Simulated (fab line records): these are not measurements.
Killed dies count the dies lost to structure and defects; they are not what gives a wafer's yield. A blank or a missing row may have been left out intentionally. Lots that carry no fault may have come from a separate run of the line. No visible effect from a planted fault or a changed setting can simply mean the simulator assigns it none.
fab line records    flow sky130
record: lots: 5  wafers: 15  lastDay: 50
route steps=708 shown VT_ADJUST_LVTN@111 VT_ADJUST_NCORE@119 VT_ADJUST_HVTR@131 PAD_OPEN@708
lots that met no fault: taken from a fault-free run of the same line
startH: start of the lot's first displayed wafer, in hours after the record's first day    waitH: how many hours have passed since the lot's step before this one    " repeats the value in the row above    L1.1+2: one row covering several wafers at once    - no value, or no start given    * or withheld: withheld    < > ~ a bound
route shown NAME@n: a module of which the file shows steps, and the number in the route of the first    usual: mean/standard deviation of fault-free wafers    same: alike in all rows    chamber/n: place in a boat    sites: per-site readings    _std_site: standard deviation across them    _edge_site: mean of outer sites minus mean of inner sites    radiusMm: for every site, how far away it sits from the centre of the wafer    mask NAME#n: copy n    behind: tool/chamber where the wafer was last shaped    hold: what put the lot on hold/how long, in hours/how the hold closed    device: names the non-switching transistor (n, p or np)    end of line: the same wafers' tests at the end of the route    a step with no rows: only its recipe    killed: not the wafer's yield, but the dies lost to structure and defects at the first sort    map: a wafer's dies, marking killed ones x, the rest . and places with no die _
set.NAME: the setting that was run; set.NAME@STEP: the one run at that earlier step    model.NAME: the simulator's own value behind a step, which no gauge read
a table for each step, a row for each wafer; lots at some steps of the route
services: when a tool's chamber went out of use (startH, in hours from the record's first day, below 0 if earlier), for how many hours, and the reason
== steps ==
step: SKY_VT_ADJUST_LVTN_SOFTBAKE_14
recipe: tempC: 90  timeS: 60  resist: NOVOLAK
step: SKY_VT_ADJUST_LVTN_EXPOSE_15
recipe: maskId: HVN_STD_DERIVED  na: 0.6  sourceShape: conventional  sigmaOuter: 0.6  polarization: unpolarized  targetCdNm: 600  doseMj: 163
step: SKY_VT_ADJUST_LVTN_PEB_16
recipe: tempC: withheld  timeS: *  resist: NOVOLAK
step: SKY_VT_ADJUST_LVTN_DEVELOP_17
recipe: resist: NOVOLAK  developer: TMAH  developTimeS: 60  devTempC: 23
step: SKY_VT_ADJUST_LVTN_OVL_MEAS_18
usual: VT_ADJUST_LVTN_01_OVL: 0.1/1.2
lot.wafer  tool        chamber  startH  waitH  VT_ADJUST_LVTN_01_OVL[nm]
L238.4     overlay-01  -        163.26  0.1    0.8
L238.5     "           -        "       "      1.5
L238.6     "           -        "       "      1.3
L240.1     overlay-01  -        181.28  0.1    0.5
L240.3     "           -        "       "      -0.4
L240.5     "           -        "       "      -1.7
L249.3     overlay-02  -        255.65  0.1    -0.2
L249.4     "           -        "       "      0.0
L249.6     "           -        "       "      -0.8
L256.2     overlay-01  -        296.93  0.1    0.1
L256.3     "           -        "       "      -0.8
L256.6     "           -        "       "      0.4
L260.1     overlay-02  -        319.18  0.1    1.4
L260.3     "           -        "       "      0.5
L260.6     "           -        "       "      0.4
step: SKY_VT_ADJUST_LVTN_IMPLANT_19
recipe: species: B  energyKev: 30  doseCm2: 6.5e+11  tiltDeg: withheld
step: SKY_VT_ADJUST_LVTN_STRIP_20
recipe: chemistry: O2/N2  powerW: 1400  pressureMtorr: 1500  platenTempC: withheld  o2FlowSccm: 3000  n2FlowSccm: 300  overashFraction: 0.5
usual: drypumpMotorCurrentA: 5.6/0.46  oesProductAu: 0.716/0.0045  stripTimeToEndpointS: 14.26/0.031
lot.wafer  tool            chamber  startH  waitH  drypumpMotorCurrentA  oesProductAu  rfHoursCounterH  stripTimeToEndpointS
L238.4     plasmaAsher-02  1        163.46  0.1    5.2                   0.720         -                14.28
L238.5     "               1        "       "      5.2                   0.716         -                14.29
L238.6     "               0        "       "      5.1                   0.720         -                14.29
L240.1     plasmaAsher-03  1        181.46  0.1    5.9                   0.714         49               14.31
L240.3     "               0        "       "      6.3                   0.715         -                14.30
L240.5     "               1        "       "      5.9                   0.719         -                14.28
L249.3     plasmaAsher-02  0        255.86  0.1    5.2                   0.718         -                14.29
L249.4     "               1        "       "      5.2                   0.713         -                14.30
L249.6     "               0        "       "      5.2                   0.718         -                14.28
L256.2     plasmaAsher-01  1        297.11  0.1    6.2                   0.708         16               14.27
L256.3     "               1        "       "      6.2                   0.717         -                14.32
L256.6     "               0        "       "      5.4                   0.716         -                14.34
L260.1     plasmaAsher-01  1        319.36  0.1    6.2                   0.719         18               14.30
L260.3     "               1        "       "      6.2                   0.714         -                14.27
L260.6     "               1        "       "      6.2                   0.720         -                14.25
step: SKY_VT_ADJUST_LVTN_TW_MEAS_21
usual: VT_ADJUST_LVTN_2_TW: 187.7/1.6
lot.wafer  tool          chamber  startH  waitH  VT_ADJUST_LVTN_2_TW
L238.4     filmMetro-04  -        163.56  0.1    188.6
L238.5     "             -        "       "      188.1
L238.6     "             -        "       "      188.7
L240.1     filmMetro-04  -        181.56  0.1    188.0
L240.3     "             -        "       "      189.3
L240.5     "             -        "       "      187.4
L249.3     filmMetro-01  -        255.95  0.1    188.8
L249.4     "             -        "       "      188.5
L249.6     "             -        "       "      188.2
L256.2     filmMetro-04  -        297.22  0.1    189.7
L256.3     "             -        "       "      190.0
L256.6     "             -        "       "      189.2
L260.1     filmMetro-01  -        319.46  0.1    187.1
L260.3     "             -        "       "      188.0
L260.6     "             -        "       "      188.1
step: SKY_VT_ADJUST_NCORE_DEHYDRATE_00
recipe: tempC: 200  timeS: 60
step: SKY_VT_ADJUST_NCORE_HMDS_01
recipe: primeTimeS: 60  primeTempC: 120
step: SKY_VT_ADJUST_NCORE_COAT_02
recipe: resist: NOVOLAK  spinRpm: 3000  resistThkNm: 1140
step: SKY_VT_ADJUST_NCORE_SOFTBAKE_03
recipe: tempC: 90  timeS: 60  resist: NOVOLAK
step: SKY_VT_ADJUST_NCORE_EXPOSE_04
recipe: maskId: LVTN_COMPLEMENT_THIN  na: 0.6  sourceShape: conventional  sigmaOuter: 0.6  polarization: unpolarized  targetCdNm: 380  doseMj: 139
lot.wafer   tool             chamber  startH  waitH  mask
L238.4+5+6  ilineStepper-02  0        173.77  -      LVTN_COMPLEMENT_THIN#0
L240.1+3+5  ilineStepper-02  0        193.23  -      LVTN_COMPLEMENT_THIN#0
L249.3+4+6  ilineStepper-02  0        268.01  -      HVN_STD_DERIVED#0
L256.2+3+6  ilineStepper-01  0        310.32  -      LVTN_COMPLEMENT_THIN#0
L260.1+3+6  ilineStepper-01  0        332.54  -      LVTN_COMPLEMENT_THIN#0
step: SKY_VT_ADJUST_NCORE_PEB_05
recipe: tempC: withheld  timeS: *  resist: NOVOLAK
step: SKY_VT_ADJUST_NCORE_DEVELOP_06
recipe: resist: NOVOLAK  developer: TMAH  developTimeS: 60  devTempC: 23
step: SKY_VT_ADJUST_NCORE_CD_MEAS_07
recipe: targetCdNm: 380
usual: cdNm: 380.2/2.7
lot.wafer  tool      chamber  startH  waitH  cdNm
L238.4     cdSem-01  -        184.53  0.1    380.4
L238.5     "         -        "       "      378.9
L238.6     "         -        "       "      383.2
L240.1     cdSem-01  -        203.28  0.1    379.3
L240.3     "         -        "       "      379.4
L240.5     "         -        "       "      379.3
L249.3     cdSem-02  -        280.17  0.1    -
L249.4     "         -        "       "      -
L249.6     "         -        "       "      -
L256.2     cdSem-01  -        322.94  0.1    384.6
L256.3     "         -        "       "      381.3
L256.6     "         -        "       "      381.9
L260.1     cdSem-02  -        345.87  0.1    375.4
L260.3     "         -        "       "      377.1
L260.6     "         -        "       "      378.8
step: SKY_VT_ADJUST_NCORE_OVL_MEAS_08
usual: VT_ADJUST_NCORE_OVL: -0.1/1.4
lot.wafer  tool        chamber  startH  waitH  VT_ADJUST_NCORE_OVL[nm]
L238.4     overlay-01  -        184.61  0.1    -2.5
L238.5     "           -        "       "      -2.1
L238.6     "           -        "       "      -2.9
L240.1     overlay-02  -        203.40  0.1    -1.2
L240.3     "           -        "       "      -1.4
L240.5     "           -        "       "      -1.3
L249.3     overlay-01  -        280.26  0.1    -
L249.4     "           -        "       "      -
L249.6     "           -        "       "      -
L256.2     overlay-02  -        323.05  0.1    -0.6
L256.3     "           -        "       "      -1.0
L256.6     "           -        "       "      -0.5
L260.1     overlay-02  -        345.99  0.1    1.4
L260.3     "           -        "       "      1.6
L260.6     "           -        "       "      2.6
step: SKY_VT_ADJUST_NCORE_IMPLANT_09
recipe: species: B  energyKev: 10  doseCm2: 2.4e+12  tiltDeg: withheld
step: SKY_VT_ADJUST_NCORE_STRIP_10
recipe: chemistry: O2/N2  powerW: 1400  pressureMtorr: 1500  platenTempC: withheld  o2FlowSccm: 3000  n2FlowSccm: 300  overashFraction: 0.5
usual: drypumpMotorCurrentA: 5.9/0.35  oesProductAu: 0.716/0.0047  stripTimeToEndpointS: 14.17/0.038
lot.wafer  tool            chamber  startH  waitH  drypumpMotorCurrentA  oesProductAu  rfHoursCounterH  stripTimeToEndpointS
L238.4     plasmaAsher-04  1        184.81  0.1    5.5                   0.715         -                14.22
L238.5     "               1        "       "      5.5                   0.711         -                14.19
L238.6     "               0        "       "      6.2                   0.714         -                14.19
L240.1     plasmaAsher-04  1        203.58  0.1    5.5                   0.711         50               14.19
L240.3     "               1        "       "      5.5                   0.720         -                14.16
L240.5     "               0        "       "      6.2                   0.708         -                14.21
L249.3     plasmaAsher-03  0        280.47  0.1    6.3                   0.711         -                14.23
L249.4     "               1        "       "      5.9                   0.708         -                14.19
L249.6     "               0        "       "      6.3                   0.722         -                14.17
L256.2     plasmaAsher-04  0        323.23  0.1    6.2                   0.718         62               14.17
L256.3     "               0        "       "      6.2                   0.718         -                14.22
L256.6     "               1        "       "      5.5                   0.719         -                14.21
L260.1     plasmaAsher-01  0        346.18  0.1    5.3                   0.713         21               14.22
L260.3     "               1        "       "      6.2                   0.715         -                14.25
L260.6     "               1        "       "      6.2                   0.713         -                14.22
step: SKY_VT_ADJUST_NCORE_TW_MEAS_11
usual: VT_ADJUST_NCORE_TW: 220.5/1.5
lot.wafer  tool          chamber  startH  waitH  VT_ADJUST_NCORE_TW
L238.4     filmMetro-01  -        184.91  0.1    218.7
L238.5     "             -        "       "      220.2
L238.6     "             -        "       "      218.3
L240.1     filmMetro-04  -        203.68  0.1    220.5
L240.3     "             -        "       "      221.3
L240.5     "             -        "       "      219.9
L249.3     filmMetro-01  -        280.55  0.1    29.9
L249.4     "             -        "       "      29.9
L249.6     "             -        "       "      29.9
L256.2     filmMetro-04  -        323.34  0.1    221.6
L256.3     "             -        "       "      219.8
L256.6     "             -        "       "      219.9
L260.1     filmMetro-01  -        346.28  0.1    218.1
L260.3     "             -        "       "      218.9
L260.6     "             -        "       "      220.2
step: SKY_VT_ADJUST_HVTR_DEHYDRATE_00
recipe: tempC: 200  timeS: 60
step: SKY_PAD_OPEN_PROBE_99
usual: killed_at_M0_to_M3: 43/7.7  killed_at_M4_up: 3.4/1.9  killedAtContacts: 25/5.6  killedAtFrontEnd: 14/4.3  killedAtOther: 0.2/0.5  killedDies: 86/10  killedOnRim: 17/4.1  killedOpen: 47/7.2  killedShort: 39/6.7
same: grossDies: 492  killedAtBackSide: 0
lot.wafer  tool       chamber  startH   waitH  killed_at_M0_to_M3  killed_at_M4_up  killedAtContacts  killedAtFrontEnd  killedAtOther  killedDies  killedOnRim  killedOpen  killedShort  model.etest.nfet_16v.rOnOhmUm  model.etest.pfet_16v.rOnOhmUm  model.etest.pfetG5v0d10v5.rOnOhmUm  model.etest.tipP.rsOhmSq  model.etest.pfet_01v8.rOnOhmUm  model.etest.tip_p_5v.rsOhmSq  model.etest.pfetG5v0d10v5.driveUaUm  model.etest.sramNfetPass.driveUaUm
L238.4     prober-01  -        1079.29  0.2    37                  1                26                19                0              83          15           54          29           1.407e+04                      1.496e+04                      4720                                6903                      2975                            2856                          345.2                                492.8
L238.5     prober-01  -        1079.34  0.2    30                  2                30                16                1              79          15           39          40           1.409e+04                      1.519e+04                      4794                                7011                      3060                            2852                          337.6                                488.3
L238.6     prober-01  -        1079.39  0.2    46                  2                22                14                1              85          14           44          41           1.418e+04                      1.556e+04                      4763                                7000                      2984                            2862                          341.3                                502.4
L240.1     prober-01  -        1098.14  0.1    46                  4                35                21                0              106         29           56          50           1.426e+04                      1.538e+04                      4862                                6814                      2886                            2870                          332.1                                498.9
L240.3     prober-01  -        1098.24  0.2    37                  2                28                17                0              84          16           38          46           1.41e+04                       1.474e+04                      4877                                6784                      2943                            2831                          333.2                                478.4
L240.5     prober-01  -        1098.34  0.2    44                  1                25                19                0              89          19           45          44           1.401e+04                      1.478e+04                      4806                                6803                      2930                            2844                          335.8                                474.7
L249.3     prober-02  -        1154.49  0.2    30                  3                24                435               0              492         96           41          35           1.232e+04                      1.716e+04                      5840                                7839                      3342                            3086                          255.3                                578.7
L249.4     prober-02  -        1154.54  0.2    41                  0                18                433               0              492         96           38          35           1.216e+04                      1.678e+04                      5972                                7829                      3390                            3073                          248                                  556.1
L249.6     prober-02  -        1154.64  0.2    52                  3                28                409               0              492         96           50          45           1.222e+04                      1.745e+04                      5890                                7841                      3363                            3074                          254.4                                567.1
L256.2     prober-01  -        1186.31  0.1    43                  10               23                9                 1              86          15           51          35           1.386e+04                      1.508e+04                      4779                                6831                      2884                            2893                          339                                  501.6
L256.3     prober-01  -        1186.36  0.2    51                  7                21                15                0              94          17           45          49           1.389e+04                      1.544e+04                      4772                                6780                      2805                            2846                          346.1                                502.4
L256.6     prober-01  -        1186.51  0.2    48                  3                23                19                0              93          18           59          34           1.374e+04                      1.494e+04                      4713                                6777                      2843                            2888                          347.9                                508.1
L260.1     prober-01  -        1203.95  0.1    51                  6                26                7                 0              90          15           49          41           1.398e+04                      1.459e+04                      4842                                6876                      2958                            2844                          337.1                                484.1
L260.3     prober-01  -        1204.05  0.2    40                  2                21                15                0              78          13           37          41           1.398e+04                      1.474e+04                      4826                                6832                      2959                            2842                          339.1                                497
L260.6     prober-01  -        1204.20  0.2    48                  1                34                15                0              98          13           60          38           1.409e+04                      1.497e+04                      4850                                6822                      2907                            2844                          339.9                                481.2
killed by level:class
L238.4 LI_CONTACT:geometricParticle:open=11 FIELD_ISO:geometricParticle:open=8 CONTACT:geometricParticle:open=8 VIA1:geometricParticle:open=8 VIA3:geometricParticle:open=7 METAL1:geometricParticle:short=6 POLY_GATE:geometricParticle:open=4 METAL2:geometricParticle:short=4
L238.5 CONTACT:geometricParticle:open=9 CONTACT:geometricParticle:short=7 METAL2:geometricParticle:short=7 LI_CONTACT:geometricParticle:open=6 VIA2:geometricParticle:open=5 VIA3:geometricParticle:short=4 LOCAL_INTERCONNECT:geometricParticle:short=4 FIELD_ISO:geometricParticle:short=3
L238.6 VIA1:geometricParticle:open=11 METAL2:geometricParticle:short=8 LI_CONTACT:geometricParticle:open=6 CONTACT:geometricParticle:open=6 VIA3:geometricParticle:open=6 METAL1:geometricParticle:short=5 FIELD_ISO:geometricParticle:open=4 LOCAL_INTERCONNECT:geometricParticle:short=4
L240.1 LI_CONTACT:geometricParticle:open=13 CONTACT:geometricParticle:open=9 VIA1:geometricParticle:open=8 METAL2:geometricParticle:short=8 FIELD_ISO:geometricParticle:short=7 VIA2:geometricParticle:open=7 POLY_GATE:geometricParticle:short=6 FIELD_ISO:geometricParticle:open=5
L240.3 CONTACT:geometricParticle:open=9 LI_CONTACT:geometricParticle:open=8 VIA3:geometricParticle:short=8 METAL1:geometricParticle:short=6 VIA2:geometricParticle:open=6 POLY_GATE:geometricParticle:short=5 LOCAL_INTERCONNECT:geometricParticle:short=5 VIA1:geometricParticle:open=5
L240.5 VIA1:geometricParticle:open=10 FIELD_ISO:geometricParticle:short=8 LI_CONTACT:geometricParticle:open=7 LOCAL_INTERCONNECT:geometricParticle:short=7 CONTACT:geometricParticle:open=7 VIA1:geometricParticle:short=6 VIA3:geometricParticle:open=6 METAL1:geometricParticle:short=5
L249.3 VT_ADJUST_NCORE:areaExpose=416 CONTACT:geometricParticle:open=9 CONTACT:geometricParticle:short=7 LI_CONTACT:geometricParticle:open=6 POLY_GATE:geometricParticle:short=5 VIA1:geometricParticle:open=5 POLY_GATE:geometricParticle:open=4 VIA2:geometricParticle:open=4
L249.4 VT_ADJUST_NCORE:areaExpose=419 CONTACT:geometricParticle:open=10 VIA1:geometricParticle:open=10 METAL2:geometricParticle:short=7 VIA1:geometricParticle:short=6 FIELD_ISO:geometricParticle:short=5 VIA3:geometricParticle:open=5 METAL1:geometricParticle:short=4
L249.6 VT_ADJUST_NCORE:areaExpose=397 VIA1:geometricParticle:short=11 VIA1:geometricParticle:open=10 LI_CONTACT:geometricParticle:open=10 CONTACT:geometricParticle:short=7 CONTACT:geometricParticle:open=6 VIA3:geometricParticle:open=6 VIA2:geometricParticle:open=6
L256.2 CONTACT:geometricParticle:open=11 VIA1:geometricParticle:open=11 METAL4:geometricParticle:short=8 VIA2:geometricParticle:open=6 VIA3:geometricParticle:open=6 METAL1:geometricParticle:short=5 METAL2:geometricParticle:short=5 LI_CONTACT:geometricParticle:open=4
L256.3 METAL2:geometricParticle:short=10 LI_CONTACT:geometricParticle:open=8 VIA3:geometricParticle:open=8 CONTACT:geometricParticle:open=7 VIA1:geometricParticle:short=7 VIA1:geometricParticle:open=6 FIELD_ISO:geometricParticle:short=5 VIA2:geometricParticle:short=5
L256.6 VIA1:geometricParticle:open=13 VIA2:geometricParticle:open=9 CONTACT:geometricParticle:open=8 FIELD_ISO:geometricParticle:open=6 LI_CONTACT:geometricParticle:open=6 CONTACT:geometricParticle:short=6 VIA1:geometricParticle:short=6 VIA3:geometricParticle:open=5
L260.1 VIA3:geometricParticle:open=11 VIA1:geometricParticle:open=9 CONTACT:geometricParticle:open=7 LI_CONTACT:geometricParticle:open=6 METAL2:geometricParticle:short=6 LOCAL_INTERCONNECT:geometricParticle:short=5 VIA3:geometricParticle:short=5 METAL4:geometricParticle:short=5
L260.3 VIA1:geometricParticle:open=7 FIELD_ISO:geometricParticle:open=6 METAL2:geometricParticle:short=6 CONTACT:geometricParticle:open=5 VIA3:geometricParticle:open=5 LI_CONTACT:geometricParticle:open=5 FIELD_ISO:geometricParticle:short=4 LOCAL_INTERCONNECT:geometricParticle:short=4
L260.6 CONTACT:geometricParticle:open=14 VIA1:geometricParticle:open=13 LI_CONTACT:geometricParticle:open=9 VIA3:geometricParticle:open=7 FIELD_ISO:geometricParticle:open=6 VIA1:geometricParticle:short=6 VIA2:geometricParticle:open=5 VIA3:geometricParticle:short=5
map L249.3 (x killed, . not)
__________xxxxxxxxxx_________
________xxxxxxxxxxxxxx_______
______xxxxxxxxxxxxxxxxxx_____
_____xxxxxxxxxxxxxxxxxxxx____
____xxxxxxxxxxxxxxxxxxxxxx___
___xxxxxxxxxxxxxxxxxxxxxxxx__
__xxxxxxxxxxxxxxxxxxxxxxxxxx_
_xxxxxxxxxxxxxxxxxxxxxxxxxxxx
_xxxxxxxxxxxxxxxxxxxxxxxxxxxx
_xxxxxxxxxxxxxxxxxxxxxxxxxxxx
_xxxxxxxxxxxxxxxxxxxxxxxxxxxx
_xxxxxxxxxxxxxxxxxxxxxxxxxxxx
_xxxxxxxxxxxxxxxxxxxxxxxxxxxx
_xxxxxxxxxxxxxxxxxxxxxxxxxxxx
_xxxxxxxxxxxxxxxxxxxxxxxxxxxx
__xxxxxxxxxxxxxxxxxxxxxxxxxx_
___xxxxxxxxxxxxxxxxxxxxxxxx__
____xxxxxxxxxxxxxxxxxxxxxx___
_____xxxxxxxxxxxxxxxxxxxx____
______xxxxxxxxxxxxxxxxxx_____
________xxxxxxxxxxxxxx_______
__________xxxxxxxxxx_________
map L240.1 (x killed, . not)
__________x....x...x_________
________......x....x.._______
______x...............x._____
_____..............x...xx____
____..x............x..x...___
___x.x.....x....x......x...__
__.......x...xx.........xx.x_
_.x.........x......x......xx.
_x..x..x....x........x.....x.
_xx....x.xxx.x....x..x..x...x
_x..x...xx.x..........x......
_xx...x..xxx.....x.....x.x..x
_.............x.........x..x.
_....x..x.......xx.x.......x.
_x............x.x.....x.xx..x
__..x.x...x..x.............._
___.......x.x...........x..__
____.x....................___
_____..xx.....x.xx.......____
______......x...x.xx.xxx_____
________...xx.x....x.x_______
__________x...x....x_________
== services ==
tool             chamber  startH  hours  kind
ilineStepper-01  -        144.70  9.5    repair
ilineStepper-02  -        154.16  1.7    pm
plasmaAsher-04   -        159.48  1.5    repair
ilineStepper-01  -        164.36  1.7    pm
ilineStepper-02  -        188.20  2.1    pm
ilineStepper-02  -        190.29  -      consumableReplace:lamp
plasmaAsher-01   -        201.45  14.6   pm
plasmaAsher-02   -        238.85  1.7    repair
plasmaAsher-02   -        281.11  0.3    repair
plasmaAsher-03   -        289.90  7.0    repair
== key ==
firstSign: step: SKY_VT_ADJUST_NCORE_EXPOSE_04  reading: mask  direction: changed
effect: step: SKY_VT_ADJUST_NCORE_CD_MEAS_07  reading: cdNm  direction: missing
effect: step: SKY_VT_ADJUST_NCORE_OVL_MEAS_08  reading: VT_ADJUST_NCORE_OVL  direction: missing
effect: step: SKY_VT_ADJUST_NCORE_TW_MEAS_11  reading: VT_ADJUST_NCORE_TW  direction: down  sigmas: 99+  usual: 220.5  struck: 29.9
effect: step: SKY_PAD_OPEN_PROBE_99  reading: killedAtFrontEnd  direction: up  sigmas: 95  usual: 14  struck: 426
modelEffect: step: SKY_PAD_OPEN_PROBE_99  value: etest.nfet_16v.rOnOhmUm  without: 1.379e+04  struck: 1.223e+04
moreKillsBornAt: SKY_VT_ADJUST_NCORE_EXPOSE_04@ilineStepper-02: 1232
metAt SKY_VT_ADJUST_NCORE_EXPOSE_04
struckWafers L249.3,L249.4,L249.6
testerLeftOut L249
onsetBetween 193.23 268.01
fault: kind: wrongMask  tool: any  chamber: -  onsetH: 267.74  steps: SKY_VT_ADJUST_NCORE_EXPOSE_04  auxCopy: HVN_STD_DERIVED#0  scope: struckLotsOnly
testerLeftOut: of these lots the tester's yield and bins aren't shown, on N5 and GAA mostly nor the transistor test; their killed dies are dies lost to structure and defects alone, not to doping, threshold or leakage, so they don't give the yield
